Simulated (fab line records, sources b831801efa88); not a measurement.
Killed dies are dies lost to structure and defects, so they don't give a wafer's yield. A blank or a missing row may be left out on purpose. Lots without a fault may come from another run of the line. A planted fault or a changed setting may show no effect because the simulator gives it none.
Which tool did it? | flow sky130 | 14 lots, 42 wafers sampled, at 6 steps of a route of 708

WHAT THE GAUGES READ, wafer by wafer
SKY_POLY_CUT_OVL_MEAS_09.
lot  | measured     | on         | POLY_CUT_OVL (nm)
L451 | day 21 23:20 | overlay-02 | -2 2 1
L453 | day 22 03:04 | overlay-01 | 1 2 -1
L454 | day 22 16:56 | overlay-01 | 0 0 -12
L456 | day 23 05:13 | overlay-01 | -5 0 -2
L455 | day 23 06:26 | overlay-01 | -3 -6 -8
L458 | day 24 06:04 | overlay-02 | 0 1 -6
L461 | day 24 14:58 | overlay-01 | 0 -6 -6
L464 | day 25 11:06 | overlay-01 | -8 8 -1
L465 | day 25 20:03 | overlay-02 | -6 -4 -4
L466 | day 26 10:28 | overlay-02 | 6 2 -7
L470 | day 35 00:16 | overlay-01 | 1 5 2
L469 | day 35 05:04 | overlay-02 | -1 -3 -7
L471 | day 35 06:52 | overlay-01 | 2 -10 -6
L473 | day 35 08:25 | overlay-02 | -1 0 -6

SKY_SD_P_CD_MEAS_07: target cd 380 nm.
lot  | measured     | on        | cd_nm (nm)
L451 | day 23 04:49 | cd_sem-01 | 379.5 378.1 381.9
L453 | day 23 07:16 | cd_sem-02 | 380.9 381.2 379.4
L454 | day 23 22:14 | cd_sem-01 | 380.7 383.4 384.6
L456 | day 24 10:23 | cd_sem-02 | 381.2 378.4 382.8
L455 | day 24 11:38 | cd_sem-02 | 380.1 378.0 379.6
L458 | day 25 10:02 | cd_sem-01 | 379.3 382.2 383.3
L461 | day 25 19:14 | cd_sem-02 | 383.9 384.0 383.5
L464 | day 26 14:04 | cd_sem-02 | 382.9 384.2 379.9
L465 | day 27 01:47 | cd_sem-02 | 379.8 380.6 378.1
L466 | day 27 16:02 | cd_sem-01 | 379.5 379.4 380.2
L470 | day 36 03:31 | cd_sem-01 | 377.0 378.3 376.5
L469 | day 36 08:40 | cd_sem-01 | 378.5 378.0 376.1
L471 | day 36 09:16 | cd_sem-02 | 370.3 370.4 373.0
L473 | day 36 11:40 | cd_sem-02 | 374.6 375.4 376.5

SKY_SD_P_OVL_MEAS_08.
lot  | measured     | on         | SD_P_OVL (nm)
L451 | day 23 04:56 | overlay-01 | 0.7 0.7 -0.3
L453 | day 23 07:23 | overlay-02 | -1.4 -0.8 -2.4
L454 | day 23 22:20 | overlay-02 | 1.0 -1.7 0.6
L456 | day 24 10:30 | overlay-01 | -1.6 -1.6 -1.2
L455 | day 24 11:45 | overlay-01 | -1.4 -0.7 -2.4
L458 | day 25 10:08 | overlay-02 | -0.4 -3.8 -1.1
L461 | day 25 19:21 | overlay-02 | -3.1 -0.3 -2.9
L464 | day 26 14:11 | overlay-01 | 0.8 0.3 0.2
L465 | day 27 01:54 | overlay-01 | -0.1 -1.2 -2.1
L466 | day 27 16:09 | overlay-01 | -0.3 -2.0 -1.8
L470 | day 36 03:37 | overlay-02 | -3.5 -3.3 -0.9
L469 | day 36 08:46 | overlay-02 | -1.3 -2.0 -2.8
L471 | day 36 09:22 | overlay-01 | -1.1 1.3 -1.1
L473 | day 36 11:46 | overlay-02 | 1.8 3.0 1.3

SKY_RES_XHIGH_TW_MEAS_09.
lot  | measured     | on            | RES_XHIGH_TW
L451 | day 24 10:19 | film_metro-01 | 1636 1626 1634
L453 | day 24 13:01 | film_metro-02 | 1631 1631 1635
L454 | day 25 03:04 | film_metro-02 | 1628 1626 1624
L456 | day 25 14:46 | film_metro-02 | 30 30 30
L455 | day 25 16:22 | film_metro-04 | 30 30 30
L458 | day 26 14:13 | film_metro-02 | 1633 1630 1630
L461 | day 27 01:11 | film_metro-01 | 1637 1635 1625
L464 | day 27 18:46 | film_metro-02 | 1622 1632 1627
L465 | day 28 08:19 | film_metro-04 | 1626 1634 1624
L466 | day 28 21:08 | film_metro-01 | 1624 1633 1627
L470 | day 37 05:13 | film_metro-04 | 1613 1610 1618
L469 | day 37 11:16 | film_metro-02 | 1631 1633 1630
L471 | day 37 11:54 | film_metro-01 | 1627 1632 1632
L473 | day 37 14:31 | film_metro-02 | 1634 1640 1634

SKY_SD_N_RS_MEAS_18: measures by four-point-probe.
lot  | measured     | on            | RES_XHIGH_RS (ohm/sq)
L451 | day 25 15:26 | film_metro-02 | 331.7 331.0 330.8
L453 | day 25 18:23 | film_metro-01 | 331.6 332.4 332.1
L454 | day 26 09:00 | film_metro-01 | 332.7 331.6 331.3
L456 | day 26 18:55 | film_metro-04 | 132.6 132.7 132.6
L455 | day 26 21:25 | film_metro-01 | 132.8 132.6 132.5
L458 | day 27 18:58 | film_metro-04 | 332.0 332.0 330.9
L461 | day 28 07:43 | film_metro-04 | 332.4 331.5 333.6
L464 | day 29 00:25 | film_metro-01 | 331.4 332.3 331.7
L465 | day 29 13:34 | film_metro-02 | 332.7 333.6 333.7
L466 | day 30 02:19 | film_metro-02 | 332.8 332.7 333.2
L470 | day 38 09:05 | film_metro-01 | 334.2 333.1 332.5
L469 | day 38 15:03 | film_metro-01 | 333.7 333.5 335.3
L471 | day 38 15:35 | film_metro-04 | 332.5 331.7 333.3
L473 | day 38 18:56 | film_metro-01 | 332.7 332.3 332.3

WHICH TOOL RAN EACH LOT (tool, then ch and the chambers of the sampled wafers, then the start)
lot  | SKY_RES_XHIGH_IMPLANT_07
L451 | implanter-01 ch 0, day 24 10:04
L453 | implanter-01 ch 0, day 24 12:46
L454 | implanter-04 ch 0, day 25 02:50
L456 | implanter-01, day 25 14:07
L455 | implanter-01, day 25 16:05
L458 | implanter-04 ch 0, day 26 13:59
L461 | implanter-01 ch 0, day 27 00:56
L464 | implanter-01 ch 0, day 27 18:31
L465 | implanter-04 ch 0, day 28 08:04
L466 | implanter-03 ch 0, day 28 20:53
L470 | implanter-01 ch 0, day 37 04:59
L469 | implanter-04 ch 0, day 37 11:02
L471 | implanter-03 ch 0, day 37 11:40
L473 | implanter-01 ch 0, day 37 14:17
- SKY_RES_XHIGH_IMPLANT_07

WHAT THE TOOLS THEMSELVES READ (means of the sampled wafers that have a number; where no wafer has one, the mark that the record gives instead)
SKY_RES_XHIGH_IMPLANT_07.
lot  | tool         | beam_energy_keV | beam_on_s (s)
L451 | implanter-01 | 19.997          | 42
L453 | implanter-01 | 20.007          | 42
L454 | implanter-04 | 19.993          | 43
L456 | implanter-01 | -               | -
L455 | implanter-01 | -               | -
L458 | implanter-04 | 20.001          | 42
L461 | implanter-01 | 19.998          | 41
L464 | implanter-01 | 19.998          | 42
L465 | implanter-04 | 20.006          | 43
L466 | implanter-03 | 19.997          | 34
L470 | implanter-01 | 19.988          | 41
L469 | implanter-04 | 19.995          | 43
L471 | implanter-03 | 20.004          | 34
L473 | implanter-01 | 19.992          | 42

THE ANSWER, worked out from the rows above alone
Rule: what is usual is taken from the lots themselves. Put in order of their means at a reading, lots are off if they are a third of the lots or fewer, leave a main group of 4 or more, and stand apart from it by a gap of 3 or more times the standard deviation of the main group's means; of several such gaps the widest counts. A main group whose means are all the same, to the digits that the tables above print for the reading, isn't used. A lot without any number at a reading at which 4 lots or more have one is off too. The other lots that the step has rows for count as sound. The gauges are gone through in route order, then the tools' own readings, and for those a lot's mean is taken as printed above. The first step at which some lot is off is used, and at that step the reading that is off furthest; a lot without a number counts as furthest.
Off: L456, L455, at SKY_RES_XHIGH_TW_MEAS_09 (RES_XHIGH_TW). The main group: mean 1629, standard deviation 5.3.
A tool fits if, at a process step before that reading, it ran every lot that is off, and no sound lot after the first of them. The gauges at SKY_RES_XHIGH_TW_MEAS_09 aren't tried: what is off there is off at SKY_RES_XHIGH_IMPLANT_07 too, on other tools, and a gauge's error can't cause that. None of those tried fits.

WHAT THE SIMULATOR HAD PUT IN
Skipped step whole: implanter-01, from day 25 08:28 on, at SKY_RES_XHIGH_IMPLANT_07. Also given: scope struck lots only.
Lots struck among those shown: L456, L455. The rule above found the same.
